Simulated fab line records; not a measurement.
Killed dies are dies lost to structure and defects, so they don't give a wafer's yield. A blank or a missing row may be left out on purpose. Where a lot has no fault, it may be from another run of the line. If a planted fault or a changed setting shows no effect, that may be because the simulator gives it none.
A single fault, viewed from 2 desks -- flow gf180mcu -- each desk has only its own numbers; what lay behind them comes last

THE TOOL OWNER'S DESK: furnace-01
The tool's own readings at GF_STI_OXIDATION_29 (stabilise 600 s, purge 300 s, target thk 10 nm): means of the sampled wafers that have a number, for each lot that ran on this tool. A lot is out of limits, marked OUT, if its mean lies more than 4 standard deviations from the usual mean; the brackets give that distance.
Columns: A = spike tc lower C at GF_STI_OXIDATION_29, usual 900.4 C; B = zone power centre pct at GF_STI_OXIDATION_29, usual 19.8 %
lot,first seen here,A,B
L847,day 2 10:43,899.8,18.7
L848,day 2 20:50,899.1,18.8
L851,day 3 07:58,899.4,18.7
L854,day 4 00:03,899.8,18.6
L855,day 4 02:31,899.4,18.5
L861,day 5 13:51,899.5,18.6
L863,day 5 22:07,899.7,18.5
L864,day 6 03:07,899.3,18.6
This desk found nothing out of limits on any of the 8 lots.

METROLOGY DESK
What the gauges read for every lot (on any tool): the sampled wafers with a number, averaged. A lot is out of limits, marked OUT, if its mean lies more than 4 standard deviations from the usual mean; the brackets give that distance.
Columns: A = V5_OVL at GF_V5_OVL_MEAS_15, usual -1 nm
lot,first seen here,A
L847,day 27 11:49,5
L848,day 28 04:05,-5
L850,day 28 09:44,-0
L851,day 28 20:41,0
L853,day 29 13:38,1
L854,day 29 14:20,-5
L855,day 29 20:56,-12
L861,day 31 16:47,-6
L860,day 31 19:32,-4
L863,day 32 02:44,-5
L864,day 32 09:02,7
L867,day 33 02:00,6
L868,day 33 07:18,4
L869,day 33 10:11,-3
This desk found nothing out of limits on any of the 14 lots.

PUT TOGETHER
The tool owner's desk saw nothing out of limits.
The metrology desk saw nothing out of limits.

WHAT THE SIMULATOR HAD PUT IN
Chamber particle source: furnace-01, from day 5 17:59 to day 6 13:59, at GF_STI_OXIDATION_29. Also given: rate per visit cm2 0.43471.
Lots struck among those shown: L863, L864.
